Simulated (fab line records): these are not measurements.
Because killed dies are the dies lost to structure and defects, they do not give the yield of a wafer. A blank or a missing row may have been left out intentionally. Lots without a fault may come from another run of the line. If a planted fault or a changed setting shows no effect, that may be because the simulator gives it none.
Split-lot trial -- flow sky130 -- 5 lots, 23 wafers read, on a route of 708 steps

ON THE SPLIT
At SKY_FIELD_ISO_OXIDATION_01 (stabilise 600 s, purge 300 s, target thk 12 nm), the setting oxTimeS was moved away from the recipe's 1843 s on 20 of the 23 wafers read, by -5.9% to +9.3%. For the rest of the wafers, this setting stayed at what the recipe calls for.

The reading is taken at the split's own step.

THE READING
SiO2_of_FIELD_ISO_OXIDATION_01.thkNm (the simulator's own value, which no gauge read), in nm, at SKY_FIELD_ISO_OXIDATION_01 (stabilise 600 s, purge 300 s, target thk 12 nm). No usual value for it is given in the file. Average 11.64 nm, standard deviation 0.07 nm, over the 3 wafers here run with the recipe.

wafer,"tool, chamber at the split","oxTimeS as run, s",against the recipe,"SiO2_of_FIELD_ISO_OXIDATION_01.thkNm, nm",against lot-mates on the recipe
L075.1,"-, -",2015,+9.3%,12.66,no lot-mate on the recipe
L075.2,"-, -",2015,+9.3%,12.36,no lot-mate on the recipe
L075.4,"-, -",2015,+9.3%,12.36,no lot-mate on the recipe
L075.3,"-, -",2015,+9.3%,12.44,no lot-mate on the recipe
L075.6,"-, -",2015,+9.3%,12.32,no lot-mate on the recipe
L077.2,"furnace-01, 0",1843,recipe,11.73,-
L077.3,"furnace-01, 0",1843,recipe,11.56,-
L077.5,"furnace-01, 0",1843,recipe,11.63,-
L079.1,"-, -",1735,-5.9%,11.11,no lot-mate on the recipe
L079.2,"-, -",1735,-5.9%,11.11,no lot-mate on the recipe
L079.4,"-, -",1735,-5.9%,11.01,no lot-mate on the recipe
L079.5,"-, -",1735,-5.9%,10.96,no lot-mate on the recipe
L079.6,"-, -",1735,-5.9%,10.9,no lot-mate on the recipe
L081.1,"-, -",1773,-3.8%,11.52,no lot-mate on the recipe
L081.2,"-, -",1773,-3.8%,11.55,no lot-mate on the recipe
L081.3,"-, -",1773,-3.8%,11.49,no lot-mate on the recipe
L081.4,"-, -",1773,-3.8%,11.77,no lot-mate on the recipe
L081.6,"-, -",1773,-3.8%,11.45,no lot-mate on the recipe
L085.1,"-, -",1773,-3.8%,11.15,no lot-mate on the recipe
L085.4,"-, -",1773,-3.8%,11.15,no lot-mate on the recipe
L085.2,"-, -",1773,-3.8%,11.12,no lot-mate on the recipe
L085.5,"-, -",1773,-3.8%,11.12,no lot-mate on the recipe
L085.6,"-, -",1773,-3.8%,11.11,no lot-mate on the recipe

THE FIT
A straight line over all 23 wafers: SiO2_of_FIELD_ISO_OXIDATION_01.thkNm changes by +0.0878 nm for each +1% of oxTimeS; r = +0.94; the points scatter about the line by 0.18 nm.
Too few moved wafers with a lot-mate on the recipe to fit a line net of each lot's own level.

FILE'S OWN FIT
SiO2_of_FIELD_ISO_OXIDATION_01.thkNm changes by +0.0877 nm for each +1% of oxTimeS, r = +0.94.
